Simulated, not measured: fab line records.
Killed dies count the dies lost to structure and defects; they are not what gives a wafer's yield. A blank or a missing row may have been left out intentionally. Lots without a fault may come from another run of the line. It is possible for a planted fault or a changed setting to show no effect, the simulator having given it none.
fab line records -- flow sky130 -- part 1 of 2: steps 1 to 26 of 34
record lots=5, wafers=15, last-day=49
route steps=708 shown METAL2@502 VIA2@507 METAL3@532
lots with no fault: from the same line, run without faults
start-h: the number of hours between the record's first day and the start of the first shown wafer of the lot -- wait-h: hours since the lot's step before -- " the same as in the row above -- L1.1+2: a row that stands for several wafers -- - no value, or no start was given -- * or withheld: withheld -- < > ~ a bound
route shown NAME@n: names a module that has steps shown in the file, with the first one's number in the route -- usual: mean and standard deviation over wafers with no fault -- same: alike in all rows -- chamber/n: place in a boat -- sites: readings site by site -- _std_site: standard deviation across them -- _edge_site: the outer-site mean with the inner-site mean subtracted -- radius-mm: how far each site lies from the wafer's centre -- mask NAME#n: copy n -- behind: the tool/chamber that last shaped the wafer -- hold: cause of the lot's hold/its duration in hours/its outcome -- device: the transistor (n, p or np) that didn't switch -- end of line: tests of these same wafers at the route's end -- where a step has no rows: the recipe by itself -- killed: not the wafer's yield, but the dies lost to structure and defects at the first sort -- map: dies across one wafer; x = killed, . = not, _ = none there
set.NAME: the run value of the setting; set.NAME@STEP: its run value at that earlier step -- model.NAME: the simulator's own value behind a step, which no gauge read
lots seen at some steps along the route; tables by step, rows by wafer
services: when a tool's chamber went out of use (start-h, in hours from the record's first day, below 0 if earlier), for how many hours, and the reason
## steps
# step SKY_METAL2_METAL_ETCH_19
# recipe target-depth-a=3600, stop-on=SiO2, over-etch-frac=0.3, time-s=78, chemistry=Cl2/BCl3, resist-sidewall-deg=88, pressure-mtorr=10, icp-w=900, bias-w=48.5, Cl2_flow_sccm=60, bcl3-flow-sccm=30
# usual bcl3-flow-sccm=30.00/0.089, drypump-motor-current-A=5.89/0.16, he-backside-leak-sccm=3.4/0.32, oes-product-au=0.853/0.0054, throttle-valve-pct=22.264/0.0084
# same over-etch-frac=0.3
lot.wafer,tool,chamber,start-h,wait-h,bcl3-flow-sccm,drypump-motor-current-A,he-backside-leak-sccm,oes-product-au,rf-hours-counter-h,throttle-valve-pct
L084.1,rie-metal-02,1,912.69,0.0,30.11,5.87,3.2,0.857,17,22.254
L084.3,rie-metal-02,0,912.69,0.0,29.89,6.18,3.5,0.850,-,22.249
L084.4,rie-metal-02,1,912.69,0.0,30.06,5.84,3.2,0.862,-,22.239
L086.2,rie-metal-03,1,915.96,0.1,29.96,5.69,3.6,0.861,-,22.260
L086.5,rie-metal-03,1,915.96,0.1,30.17,5.72,3.5,0.856,-,22.254
L086.6,rie-metal-03,1,915.96,0.1,29.95,5.70,3.4,0.857,-,22.261
L090.2,rie-metal-03,0,948.19,0.0,30.12,5.74,3.4,0.863,1,22.261
L090.5,rie-metal-03,1,948.19,0.0,29.96,5.70,3.5,0.860,-,22.280
L090.6,rie-metal-03,0,948.19,0.0,30.11,5.74,3.6,0.857,-,22.263
L089.2,rie-metal-02,1,949.00,0.0,30.00,5.88,3.1,0.851,18,22.260
L089.4,rie-metal-02,0,949.00,0.0,29.97,6.19,3.5,0.850,-,22.266
L089.5,rie-metal-02,0,949.00,0.0,29.96,6.17,3.5,0.858,-,22.273
L095.3,rie-metal-02,1,970.67,0.1,30.00,5.87,3.1,0.841,-,22.261
L095.4,rie-metal-02,0,970.67,0.1,30.09,6.21,3.5,0.847,-,22.267
L095.6,rie-metal-02,0,970.67,0.1,30.10,6.19,3.5,0.845,-,22.269
# step SKY_METAL2_STRIP_20
# recipe chemistry=O2/N2, power-w=1400, pressure-mtorr=1500, platen-temp-c=withheld, o2-flow-sccm=3000, n2-flow-sccm=300, overash-fraction=0.5
# usual drypump-motor-current-A=5.43/0.23, n2-flow-sccm=300.1/0.97, oes-product-au=0.342/0.0053, strip-time-to-endpoint-s=2.70/0.039
lot.wafer,tool,chamber,start-h,wait-h,drypump-motor-current-A,n2-flow-sccm,oes-product-au,rf-hours-counter-h,strip-time-to-endpoint-s
L084.1,plasma-asher-02,0,912.78,0.1,5.70,301.0,0.348,55,2.76
L084.3,plasma-asher-02,0,912.78,0.1,5.70,300.2,0.339,-,2.69
L084.4,plasma-asher-02,1,912.78,0.1,5.44,299.2,0.350,-,2.78
L086.2,plasma-asher-01,0,916.11,0.1,5.37,299.3,0.343,69,2.72
L086.5,plasma-asher-01,0,916.11,0.1,5.33,299.5,0.339,-,2.72
L086.6,plasma-asher-01,1,916.11,0.1,5.71,300.1,0.341,-,2.71
L090.2,plasma-asher-03,1,948.28,0.1,5.38,298.4,0.336,112,2.61
L090.5,plasma-asher-03,1,948.28,0.1,5.38,299.1,0.336,-,2.68
L090.6,plasma-asher-03,0,948.28,0.1,5.02,299.0,0.339,-,2.63
L089.2,plasma-asher-01,0,949.09,0.1,5.34,300.2,0.342,73,2.72
L089.4,plasma-asher-01,0,949.09,0.1,5.37,299.8,0.339,-,2.71
L089.5,plasma-asher-01,1,949.09,0.1,5.69,300.1,0.345,-,2.71
L095.3,plasma-asher-02,0,970.76,0.1,5.68,301.0,0.341,-,2.78
L095.4,plasma-asher-02,1,970.76,0.1,5.41,299.3,0.344,-,2.70
L095.6,plasma-asher-02,0,970.76,0.1,5.70,299.4,0.346,-,2.73
# step SKY_METAL2_STRIP_21
# recipe chemistry=post-etch-residue-remover, time-s=1200, temp-c=72.5
# usual temp-c=72.49/0.13
lot.wafer,tool,chamber,start-h,wait-h,temp-c
L084.1,wet-bench-04,0,912.88,0.1,72.46
L084.3,wet-bench-04,0,912.88,0.1,72.64
L084.4,wet-bench-04,0,912.88,0.1,72.39
L086.2,wet-bench-04,2,916.21,0.1,72.65
L086.5,wet-bench-04,2,916.21,0.1,72.61
L086.6,wet-bench-04,2,916.21,0.1,72.54
L090.2,wet-bench-02,3,948.38,0.1,72.48
L090.5,wet-bench-02,3,948.38,0.1,72.34
L090.6,wet-bench-02,3,948.38,0.1,72.50
L089.2,wet-bench-03,3,949.19,0.1,72.54
L089.4,wet-bench-03,3,949.19,0.1,72.44
L089.5,wet-bench-03,3,949.19,0.1,72.41
L095.3,wet-bench-04,1,970.83,0.0,72.49
L095.4,wet-bench-04,1,970.83,0.0,72.52
L095.6,wet-bench-04,1,970.83,0.0,72.43
# step SKY_METAL2_CLEAN_22
# recipe chemistry=IPA, time-s=180, temp-c=25
# usual temp-c=25.02/0.098
lot.wafer,tool,chamber,start-h,wait-h,temp-c
L084.1,wet-bench-03,1,913.28,0.0,25.13
L084.3,wet-bench-03,1,913.28,0.0,24.99
L084.4,wet-bench-03,1,913.28,0.0,24.97
L086.2,wet-bench-02,1,916.58,0.0,25.08
L086.5,wet-bench-02,1,916.58,0.0,25.04
L086.6,wet-bench-02,1,916.58,0.0,24.98
L090.2,wet-bench-03,2,948.72,0.0,25.10
L090.5,wet-bench-03,2,948.72,0.0,25.01
L090.6,wet-bench-03,2,948.72,0.0,25.10
L089.2,wet-bench-02,3,949.60,0.0,25.02
L089.4,wet-bench-02,3,949.60,0.0,25.06
L089.5,wet-bench-02,3,949.60,0.0,25.17
L095.3,wet-bench-02,1,971.20,0.0,25.04
L095.4,wet-bench-02,1,971.20,0.0,25.02
L095.6,wet-bench-02,1,971.20,0.0,24.86
# step SKY_METAL2_CLEAN_23
# recipe chemistry=O3/DIW, dry=n2-spin
lot.wafer,tool,chamber,start-h,wait-h
L084.1+3+4,wet-bench-02,2,913.34,0.0
L086.2+5+6,wet-bench-03,2,916.64,0.0
L090.2+5+6,wet-bench-02,0,948.79,0.0
L089.2+4+5,wet-bench-03,0,949.65,0.0
L095.3+4+6,wet-bench-04,2,971.26,0.0
# step SKY_VIA2_HDPCVD_00
# recipe material=SiO2, target-thk-nm=1180, sigma-open-frac=0.3, time-s=196.7, temp-c=400, sih4-flow-sccm=60, pressure-mtorr=6
# usual sih4-flow-sccm=59.99/0.18
lot.wafer,tool,chamber,start-h,wait-h,sih4-flow-sccm
L084.1,hdpcvd-02,1,913.43,0.0,60.00
L084.3,hdpcvd-02,0,913.43,0.0,60.01
L084.4,hdpcvd-02,0,913.43,0.0,60.19
L086.2,hdpcvd-01,1,916.73,0.0,59.77
L086.5,hdpcvd-01,1,916.73,0.0,59.76
L086.6,hdpcvd-01,2,916.73,0.0,59.66
L090.2,hdpcvd-02,2,948.88,0.0,59.98
L090.5,hdpcvd-02,1,948.88,0.0,59.94
L090.6,hdpcvd-02,0,948.88,0.0,59.97
L089.2,hdpcvd-02,2,949.76,0.0,59.86
L089.4,hdpcvd-02,1,949.76,0.0,59.58
L089.5,hdpcvd-02,0,949.76,0.0,59.90
L095.3,hdpcvd-01,1,971.36,0.0,60.15
L095.4,hdpcvd-01,0,971.36,0.0,60.04
L095.6,hdpcvd-01,1,971.36,0.0,60.10
# step SKY_VIA2_THK_MEAS_01
# recipe reads=SiO2_of_VIA2_HDPCVD_00
# usual VIA2_HDPCVD_THK=1176/12
lot.wafer,tool,chamber,start-h,wait-h,VIA2_HDPCVD_THK[nm]
L084.1,film-metro-03,-,913.56,0.1,1195
L084.3,film-metro-03,-,913.56,0.1,1182
L084.4,film-metro-03,-,913.56,0.1,1192
L086.2,film-metro-01,-,916.87,0.1,1167
L086.5,film-metro-01,-,916.87,0.1,1155
L086.6,film-metro-01,-,916.87,0.1,1173
L090.2,film-metro-03,-,949.02,0.1,1176
L090.5,film-metro-03,-,949.02,0.1,1194
L090.6,film-metro-03,-,949.02,0.1,1190
L089.2,film-metro-01,-,949.90,0.1,1184
L089.4,film-metro-01,-,949.90,0.1,1191
L089.5,film-metro-01,-,949.90,0.1,1178
L095.3,film-metro-02,-,971.50,0.1,1182
L095.4,film-metro-02,-,971.50,0.1,1170
L095.6,film-metro-02,-,971.50,0.1,1182
# step SKY_VIA2_CMP_02
# recipe material=SiO2, down-force-psi=4, platen-rpm=60, pad-velocity-m-s=0.94248
# usual motor-current-A=12.1/1.6, platen-rpm=60.01/0.038, retaining-ring-pressure-frac=1.000/0.0045
lot.wafer,tool,chamber,start-h,wait-h,motor-current-A,platen-rpm,retaining-ring-pressure-frac
L084.1,cmp-02,2,913.87,0.3,10.2,59.97,1.006
L084.3,cmp-02,3,913.87,0.3,13.4,59.98,0.997
L084.4,cmp-02,0,913.87,0.3,11.8,59.99,1.003
L086.2,cmp-02,2,916.92,0.0,10.5,59.97,1.004
L086.6,cmp-02,2,916.92,0.0,10.1,60.01,0.998
L086.5,cmp-02,3,916.92,0.0,13.7,60.04,1.001
L090.2,cmp-01,2,949.12,0.1,12.7,60.02,0.997
L090.5,cmp-01,1,949.12,0.1,14.5,60.03,0.989
L090.6,cmp-01,2,949.12,0.1,12.4,59.96,1.010
L089.2,cmp-01,1,949.95,0.0,14.9,60.02,0.994
L089.4,cmp-01,0,949.95,0.0,11.9,59.94,0.999
L089.5,cmp-01,1,949.95,0.0,14.7,59.97,0.994
L095.3,cmp-02,2,971.54,0.0,9.7,60.02,1.005
L095.4,cmp-02,1,971.54,0.0,12.2,60.02,0.996
L095.6,cmp-02,3,971.54,0.0,13.7,59.99,0.997
# step SKY_VIA2_BOW_MEAS_03
# recipe mode=bow
# usual VIA2_BOW=85/7.6
lot.wafer,tool,chamber,start-h,wait-h,VIA2_BOW[um]
L084.1,film-metro-01,-,914.17,0.2,86
L084.3,film-metro-01,-,914.17,0.2,87
L084.4,film-metro-01,-,914.17,0.2,91
L086.2,film-metro-02,-,917.24,0.3,83
L086.5,film-metro-02,-,917.24,0.3,81
L086.6,film-metro-02,-,917.24,0.3,77
L090.2,film-metro-02,-,949.39,0.2,96
L090.5,film-metro-02,-,949.39,0.2,84
L090.6,film-metro-02,-,949.39,0.2,91
L089.2,film-metro-02,-,950.27,0.3,86
L089.4,film-metro-02,-,950.27,0.3,88
L089.5,film-metro-02,-,950.27,0.3,78
L095.3,film-metro-01,-,971.88,0.3,82
L095.4,film-metro-01,-,971.88,0.3,92
L095.6,film-metro-01,-,971.88,0.3,82
# step SKY_VIA2_DEHYDRATE_04
# recipe temp-c=200, time-s=60
lot.wafer,tool,chamber,start-h,wait-h
L084.1+3+4,litho-track-02,0,926.19,12.0
L086.2+5+6,litho-track-03,0,928.84,11.6
L090.2+5+6,litho-track-01,0,960.54,11.1
L089.2+4+5,litho-track-01,0,961.34,11.1
L095.3+4+6,litho-track-01,0,982.87,11.0
# step SKY_VIA2_HMDS_05
# recipe prime-time-s=60, prime-temp-c=120
lot.wafer,tool,chamber,start-h,wait-h
L084.1+3+4,litho-track-02,0,926.34,0.1
L086.2+5+6,litho-track-03,0,928.99,0.1
L090.2+5+6,litho-track-01,0,960.69,0.1
L089.2+4+5,litho-track-01,0,961.49,0.1
L095.3+4+6,litho-track-01,0,983.02,0.1
# step SKY_VIA2_COAT_06
# recipe resist=BARC, temp-c=withheld, time-s=withheld, spin-rpm=3000, resist-thk-nm=60
# usual dispense-pressure-kPa=48.5/3
lot.wafer,tool,chamber,start-h,wait-h,dispense-pressure-kPa
L084.1,litho-track-02,0,926.49,0.1,53.5
L084.3,litho-track-02,0,926.49,0.1,53.4
L084.4,litho-track-02,0,926.49,0.1,53.5
L086.2,litho-track-03,0,929.14,0.1,46.0
L086.5,litho-track-03,0,929.14,0.1,46.0
L086.6,litho-track-03,0,929.14,0.1,46.0
L090.2,litho-track-01,0,960.84,0.1,47.6
L090.5,litho-track-01,0,960.84,0.1,47.6
L090.6,litho-track-01,0,960.84,0.1,47.6
L089.2,litho-track-01,0,961.64,0.1,47.6
L089.4,litho-track-01,0,961.64,0.1,47.6
L089.5,litho-track-01,0,961.64,0.1,47.6
L095.3,litho-track-01,0,983.17,0.1,47.7
L095.4,litho-track-01,0,983.17,0.1,47.6
L095.6,litho-track-01,0,983.17,0.1,47.6
# step SKY_VIA2_COAT_07
# recipe resist=KrF-thick, spin-rpm=3000, resist-thk-nm=450
# usual dispense-pressure-kPa=48.4/3
lot.wafer,tool,chamber,start-h,wait-h,dispense-pressure-kPa
L084.1,litho-track-02,0,-,-,53.4
L084.3,litho-track-02,0,-,-,53.4
L084.4,litho-track-02,0,-,-,53.4
L086.2,litho-track-03,0,-,-,46.0
L086.5,litho-track-03,0,-,-,45.9
L086.6,litho-track-03,0,-,-,45.9
L090.2,litho-track-01,0,-,-,47.6
L090.5,litho-track-01,0,-,-,47.6
L090.6,litho-track-01,0,-,-,47.5
L089.2,litho-track-01,0,-,-,47.5
L089.4,litho-track-01,0,-,-,47.5
L089.5,litho-track-01,0,-,-,47.5
L095.3,litho-track-01,0,-,-,47.5
L095.4,litho-track-01,0,-,-,47.5
L095.6,litho-track-01,0,-,-,47.5
# step SKY_VIA2_SOFTBAKE_08
# recipe temp-c=100, time-s=90, resist=KrF-thick
lot.wafer,tool,chamber,start-h,wait-h
L084.1+3+4,litho-track-02,0,-,-
L086.2+5+6,litho-track-03,0,-,-
L090.2+5+6,litho-track-01,0,-,-
L089.2+4+5,litho-track-01,0,-,-
L095.3+4+6,litho-track-01,0,-,-
# step SKY_VIA2_EXPOSE_09
# recipe mask-id=VIM2, na=0.8, source-shape=annular, sigma-inner=0.55, sigma-outer=0.85, target-cd-nm=200, dose-mj=38
lot.wafer,tool,chamber,start-h,wait-h,mask
L084.1+3+4,krf-scanner-02,0,-,-,VIM2#0
L086.2+5+6,krf-scanner-01,0,-,-,VIM2#0
L090.2+5+6,krf-scanner-02,0,-,-,VIM2#0
L089.2+4+5,krf-scanner-01,0,-,-,VIM2#0
L095.3+4+6,krf-scanner-02,0,-,-,VIM2#0
# step SKY_VIA2_PEB_10
# recipe peb-temp-c=withheld, peb-time-s=withheld, resist=KrF-thick
lot.wafer,tool,chamber,start-h,wait-h
L084.1+3+4,litho-track-03,0,-,-
L086.2+5+6,litho-track-02,0,-,-
L090.2+5+6,litho-track-01,0,-,-
L089.2+4+5,litho-track-03,0,-,-
L095.3+4+6,litho-track-03,0,-,-
# step SKY_VIA2_DEVELOP_11
# recipe develop-time-s=60, resist=KrF-thick, dev-temp-c=21
lot.wafer,tool,chamber,start-h,wait-h
L084.1+3+4,litho-track-03,0,-,-
L086.2+5+6,litho-track-02,0,-,-
L090.2+5+6,litho-track-01,0,-,-
L089.2+4+5,litho-track-03,0,-,-
L095.3+4+6,litho-track-03,0,-,-
# step SKY_VIA2_CD_MEAS_12
# recipe target-cd-nm=200
# usual cd-nm=199.7/1.4
lot.wafer,tool,chamber,start-h,wait-h,cd-nm
L084.1,cd-sem-01,-,938.76,-,199.7
L084.3,cd-sem-01,-,938.76,-,200.3
L084.4,cd-sem-01,-,938.76,-,200.9
L086.2,cd-sem-01,-,941.36,-,199.0
L086.5,cd-sem-01,-,941.36,-,200.3
L086.6,cd-sem-01,-,941.36,-,200.5
L090.2,cd-sem-02,-,973.44,-,200.4
L090.5,cd-sem-02,-,973.44,-,199.9
L090.6,cd-sem-02,-,973.44,-,199.8
L089.2,cd-sem-02,-,974.58,-,198.1
L089.4,cd-sem-02,-,974.58,-,197.9
L089.5,cd-sem-02,-,974.58,-,199.0
L095.3,cd-sem-01,-,994.95,-,201.8
L095.4,cd-sem-01,-,994.95,-,202.2
L095.6,cd-sem-01,-,994.95,-,202.8
# step SKY_VIA2_OVL_MEAS_13
# usual VIA2_OVL=-3/5.4
lot.wafer,tool,chamber,start-h,wait-h,VIA2_OVL[nm]
L084.1,overlay-01,-,938.88,0.1,-3
L084.3,overlay-01,-,938.88,0.1,-1
L084.4,overlay-01,-,938.88,0.1,-4
L086.2,overlay-01,-,941.46,0.1,-12
L086.5,overlay-01,-,941.46,0.1,-2
L086.6,overlay-01,-,941.46,0.1,-6
L090.2,overlay-02,-,973.54,0.1,-13
L090.5,overlay-02,-,973.54,0.1,-2
L090.6,overlay-02,-,973.54,0.1,-13
L089.2,overlay-02,-,974.69,0.1,9
L089.4,overlay-02,-,974.69,0.1,1
L089.5,overlay-02,-,974.69,0.1,0
L095.3,overlay-01,-,995.04,0.1,-1
L095.4,overlay-01,-,995.04,0.1,-9
L095.6,overlay-01,-,995.04,0.1,-7
# step SKY_VIA2_ETCH_14
# recipe chemistry=N2/H2, target=BARC, ion-energy-ev=200, source-w=500, bias-w=100, pressure-mtorr=30, n2-flow-sccm=100, h2-flow-sccm=200, stop-on=SiO2, time-s=45.9, target-depth-a=600
# usual drypump-motor-current-A=5.6/0.44, n2-flow-sccm=100.0/0.32, oes-product-au=0.856/0.0052, throttle-valve-pct=13.224/0.0092
lot.wafer,tool,chamber,start-h,wait-h,drypump-motor-current-A,n2-flow-sccm,oes-product-au,rf-hours-counter-h,throttle-valve-pct
L084.1,rie-diel-04,2,938.92,0.0,5.2,100.4,0.855,6,13.214
L084.3,rie-diel-04,3,938.92,0.0,5.8,100.1,0.856,12,13.241
L084.4,rie-diel-04,1,938.92,0.0,5.8,99.5,0.851,10,13.224
L086.2,rie-diel-02,3,941.49,0.0,5.4,100.3,0.851,12,13.205
L086.5,rie-diel-02,2,941.49,0.0,6.4,100.2,0.855,-,13.224
L086.6,rie-diel-02,1,941.49,0.0,5.7,100.4,0.848,-,13.223
L090.2,rie-diel-04,2,973.57,0.0,5.2,100.4,0.852,7,13.227
L090.5,rie-diel-04,3,973.57,0.0,5.8,100.1,0.858,-,13.214
L090.6,rie-diel-04,0,973.57,0.0,4.7,99.6,0.861,-,13.219
L089.2,rie-diel-01,0,974.72,0.0,5.6,100.1,0.849,18,13.223
L089.4,rie-diel-01,2,974.72,0.0,5.6,100.3,0.859,25,13.215
L089.5,rie-diel-01,0,974.72,0.0,5.6,99.7,0.849,-,13.228
L095.3,rie-diel-02,1,995.07,0.0,5.7,100.1,0.863,8,13.240
L095.4,rie-diel-02,2,995.07,0.0,6.4,100.0,0.855,20,13.249
L095.6,rie-diel-02,0,995.07,0.0,6.3,99.6,0.851,-,13.223
# step SKY_VIA2_ETCH_15
# recipe target=SiO2, chemistry=C4F8/O2/Ar, target-depth-nm=546, stop-on=TiN, mask-material=KrF-thick, source-w=1500, bias-w=1200, pressure-mtorr=40, c4f8-flow-sccm=withheld, O2_flow_sccm=6, Ar_flow_sccm=300, time-s=84
# usual oes-product-au=0.940/0.0046
lot.wafer,tool,chamber,start-h,wait-h,oes-product-au,rf-hours-counter-h
L084.1,rie-diel-04,2,938.96,0.0,0.936,6
L084.3,rie-diel-04,3,938.96,0.0,0.942,12
L084.4,rie-diel-04,1,938.96,0.0,0.944,10
L086.2,rie-diel-02,3,941.53,0.0,0.935,12
L086.5,rie-diel-02,2,941.53,0.0,0.946,-
L086.6,rie-diel-02,1,941.53,0.0,0.938,-
L090.2,rie-diel-04,2,973.62,0.0,0.937,7
L090.5,rie-diel-04,3,973.62,0.0,0.937,-
L090.6,rie-diel-04,0,973.62,0.0,0.930,-
L089.2,rie-diel-01,0,974.76,0.0,0.933,18
L089.4,rie-diel-01,2,974.76,0.0,0.944,25
L089.5,rie-diel-01,0,974.76,0.0,0.939,-
L095.3,rie-diel-02,1,995.11,0.0,0.935,8
L095.4,rie-diel-02,2,995.11,0.0,0.935,20
L095.6,rie-diel-02,0,995.11,0.0,0.945,-
# step SKY_VIA2_STRIP_16
# recipe chemistry=O2/N2, power-w=1400, pressure-mtorr=1500, platen-temp-c=withheld, o2-flow-sccm=3000, n2-flow-sccm=300, overash-fraction=0.5
# usual drypump-motor-current-A=5.4/0.35, n2-flow-sccm=300.1/0.78, oes-product-au=0.399/0.0043, strip-time-to-endpoint-s=4.047/0.024
lot.wafer,tool,chamber,start-h,wait-h,drypump-motor-current-A,n2-flow-sccm,oes-product-au,rf-hours-counter-h,strip-time-to-endpoint-s
L084.1,plasma-asher-04,1,939.02,0.0,5.0,299.6,0.396,17,4.057
L084.3,plasma-asher-04,0,939.02,0.0,6.3,300.6,0.400,-,4.047
L084.4,plasma-asher-04,1,939.02,0.0,5.0,298.6,0.407,-,4.022
L086.2,plasma-asher-02,0,941.60,0.0,5.7,300.8,0.405,57,4.112
L086.5,plasma-asher-02,0,941.60,0.0,5.7,300.0,0.395,-,4.046
L086.6,plasma-asher-02,1,941.60,0.0,5.4,300.0,0.394,-,4.097
L090.2,plasma-asher-02,0,973.68,0.0,5.7,300.0,0.393,60,4.042
L090.5,plasma-asher-02,0,973.68,0.0,5.7,299.8,0.401,-,4.074
L090.6,plasma-asher-02,1,973.68,0.0,5.4,300.5,0.400,-,4.084
L089.2,plasma-asher-02,0,974.82,0.0,5.7,299.8,0.404,61,4.038
L089.4,plasma-asher-02,1,974.82,0.0,5.4,299.0,0.388,-,4.009
L089.5,plasma-asher-02,1,974.82,0.0,5.4,300.4,0.411,-,4.060
L095.3,plasma-asher-02,1,995.21,0.1,5.4,300.4,0.393,-,4.029
L095.4,plasma-asher-02,0,995.21,0.1,5.7,300.0,0.401,-,4.027
L095.6,plasma-asher-02,0,995.21,0.1,5.7,298.7,0.390,-,4.029
# step SKY_VIA2_STRIP_17
# recipe chemistry=post-etch-residue-remover, time-s=1200, temp-c=72.5
# usual temp-c=72.48/0.12
lot.wafer,tool,chamber,start-h,wait-h,temp-c
L084.1,wet-bench-01,1,939.12,0.1,72.44
L084.3,wet-bench-01,1,939.12,0.1,72.40
L084.4,wet-bench-01,1,939.12,0.1,72.44
L086.2,wet-bench-03,3,941.70,0.1,72.35
L086.5,wet-bench-03,3,941.70,0.1,72.50
L086.6,wet-bench-03,3,941.70,0.1,72.63
L090.2,wet-bench-03,1,973.78,0.1,72.60
L090.5,wet-bench-03,1,973.78,0.1,72.41
L090.6,wet-bench-03,1,973.78,0.1,72.55
L089.2,wet-bench-03,3,974.92,0.1,72.56
L089.4,wet-bench-03,3,974.92,0.1,72.59
L089.5,wet-bench-03,3,974.92,0.1,72.60
L095.3,wet-bench-02,1,995.27,0.0,72.42
L095.4,wet-bench-02,1,995.27,0.0,72.44
L095.6,wet-bench-02,1,995.27,0.0,72.45
# step SKY_VIA2_CLEAN_18
# recipe chemistry=IPA, time-s=180, temp-c=25
# usual temp-c=25.01/0.11
lot.wafer,tool,chamber,start-h,wait-h,temp-c
L084.1,wet-bench-02,3,939.46,0.0,25.11
L084.3,wet-bench-02,3,939.46,0.0,24.97
L084.4,wet-bench-02,3,939.46,0.0,25.05
L086.2,wet-bench-02,2,942.07,0.0,25.09
L086.5,wet-bench-02,2,942.07,0.0,25.07
L086.6,wet-bench-02,2,942.07,0.0,25.10
L090.2,wet-bench-02,0,974.12,0.0,24.99
L090.5,wet-bench-02,0,974.12,0.0,25.10
L090.6,wet-bench-02,0,974.12,0.0,25.09
L089.2,wet-bench-02,2,975.26,0.0,24.90
L089.4,wet-bench-02,2,975.26,0.0,24.85
L089.5,wet-bench-02,2,975.26,0.0,24.95
L095.3,wet-bench-01,0,995.61,0.0,25.13
L095.4,wet-bench-01,0,995.61,0.0,25.12
L095.6,wet-bench-01,0,995.61,0.0,25.15
# step SKY_VIA2_CLEAN_19
# recipe chemistry=O3/DIW, dry=n2-spin
lot.wafer,tool,chamber,start-h,wait-h
L084.1+3+4,wet-bench-01,2,939.52,0.0
L086.2+5+6,wet-bench-01,1,942.13,0.0
L090.2+5+6,wet-bench-01,1,974.18,0.0
L089.2+4+5,wet-bench-03,0,975.32,0.0
L095.3+4+6,wet-bench-02,2,995.67,0.0
# step SKY_VIA2_SPUTTER_20
# recipe material=TiN, target-thk-nm=20, chamber-pressure-pa=5, power-w=4000, time-s=80
# usual cathode-dc-power-W=3999.9/0.7, throttle-valve-pct=29.5/0.92
lot.wafer,tool,chamber,start-h,wait-h,cathode-dc-power-W,throttle-valve-pct
L084.1,pvd-sputter-01,-,939.61,0.0,4000.7,29.3
L084.3,pvd-sputter-01,-,939.61,0.0,3999.8,28.3
L084.4,pvd-sputter-01,-,939.61,0.0,3999.9,28.0
L086.2,pvd-sputter-01,-,942.23,0.0,3999.8,29.3
L086.5,pvd-sputter-01,-,942.23,0.0,3999.5,27.9
L086.6,pvd-sputter-01,-,942.23,0.0,3998.8,29.5
L090.2,pvd-sputter-04,-,974.27,0.0,3999.9,31.4
L090.5,pvd-sputter-04,-,974.27,0.0,3999.1,29.4
L090.6,pvd-sputter-04,-,974.27,0.0,4000.9,31.2
L089.2,pvd-sputter-04,-,975.41,0.0,3999.2,30.7
L089.4,pvd-sputter-04,-,975.41,0.0,4000.0,29.6
L089.5,pvd-sputter-04,-,975.41,0.0,4000.9,30.7
L095.3,pvd-sputter-03,-,995.76,0.0,3999.4,28.7
L095.4,pvd-sputter-03,-,995.76,0.0,3999.7,30.4
L095.6,pvd-sputter-03,-,995.76,0.0,4000.1,30.0
